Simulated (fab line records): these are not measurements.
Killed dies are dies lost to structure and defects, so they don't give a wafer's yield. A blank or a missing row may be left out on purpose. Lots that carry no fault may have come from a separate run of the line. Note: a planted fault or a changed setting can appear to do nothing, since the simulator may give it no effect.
Chamber matching :: flow sky130 :: 4 sister chambers for SKY_POLY_GATE_ETCH_17 on rie-si-02
The step etches poly-Si in HBr/Cl2, stops on SiO2, target depth 180 nm, time 70.5 s. 8 wafers are shown with their chamber, then 8 later ones without.

EACH WAFER AND ITS CHAMBER
wafer: L255.6
chamber: 1
drypump-motor-current-A (A): 6.3
he-backside-leak-sccm (sccm): 2.95

wafer: L258.1
chamber: 3
drypump-motor-current-A (A): 5.8
he-backside-leak-sccm (sccm): 2.89

wafer: L258.3
chamber: 2
drypump-motor-current-A (A): 5.4
he-backside-leak-sccm (sccm): 3.01

wafer: L258.4
chamber: 0
drypump-motor-current-A (A): 5.8
he-backside-leak-sccm (sccm): 2.51

wafer: L261.1
chamber: 3
drypump-motor-current-A (A): 5.8
he-backside-leak-sccm (sccm): 2.80

wafer: L261.2
chamber: 2
drypump-motor-current-A (A): 5.4
he-backside-leak-sccm (sccm): 2.80

wafer: L261.4
chamber: 1
drypump-motor-current-A (A): 6.2
he-backside-leak-sccm (sccm): 2.91

wafer: L263.3
chamber: 0
drypump-motor-current-A (A): 5.8
he-backside-leak-sccm (sccm): 2.42

WAFERS WITHOUT THEIR CHAMBER
wafer: L263.5
drypump-motor-current-A (A): 5.7
he-backside-leak-sccm (sccm): 2.50

wafer: L263.6
drypump-motor-current-A (A): 6.3
he-backside-leak-sccm (sccm): 2.94

wafer: L264.2
drypump-motor-current-A (A): 6.3
he-backside-leak-sccm (sccm): 3.08

wafer: L264.3
drypump-motor-current-A (A): 5.4
he-backside-leak-sccm (sccm): 2.82

wafer: L264.5
drypump-motor-current-A (A): 5.4
he-backside-leak-sccm (sccm): 2.87

wafer: L267.1
drypump-motor-current-A (A): 5.8
he-backside-leak-sccm (sccm): 2.43

wafer: L267.2
drypump-motor-current-A (A): 5.8
he-backside-leak-sccm (sccm): 2.94

wafer: L267.5
drypump-motor-current-A (A): 5.4
he-backside-leak-sccm (sccm): 2.88

WHICH CHAMBER EACH ONE RAN IN
wafer: L263.5
from the rows above: can't be placed: 0 or 3
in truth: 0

wafer: L263.6
from the rows above: 1
in truth: 1

wafer: L264.2
from the rows above: 1
in truth: 1

wafer: L264.3
from the rows above: 2
in truth: 2

wafer: L264.5
from the rows above: 2
in truth: 2

wafer: L267.1
from the rows above: 0
in truth: 0

wafer: L267.2
from the rows above: 3
in truth: 3

wafer: L267.5
from the rows above: 2
in truth: 2
Placed correctly: 7 of 8. Unplaceable from these rows: 1, with the true chamber sitting among the candidates in 1. Wrongly placed: 0.
How it was worked out, from the rows above alone: a wafer's distance from a chamber is the root of the sum, over the readings, of the square of ((its reading less the chamber's mean) divided by the reading's scatter). The wafer belongs to the nearest chamber; if the next one is less than 2 further off, it can't be placed. The mean given for a chamber averages the wafers shown for that chamber. The scatter: the root of (the sum of the squares of (reading less its chamber's mean) over the shown wafers, divided by (wafers less chambers)).
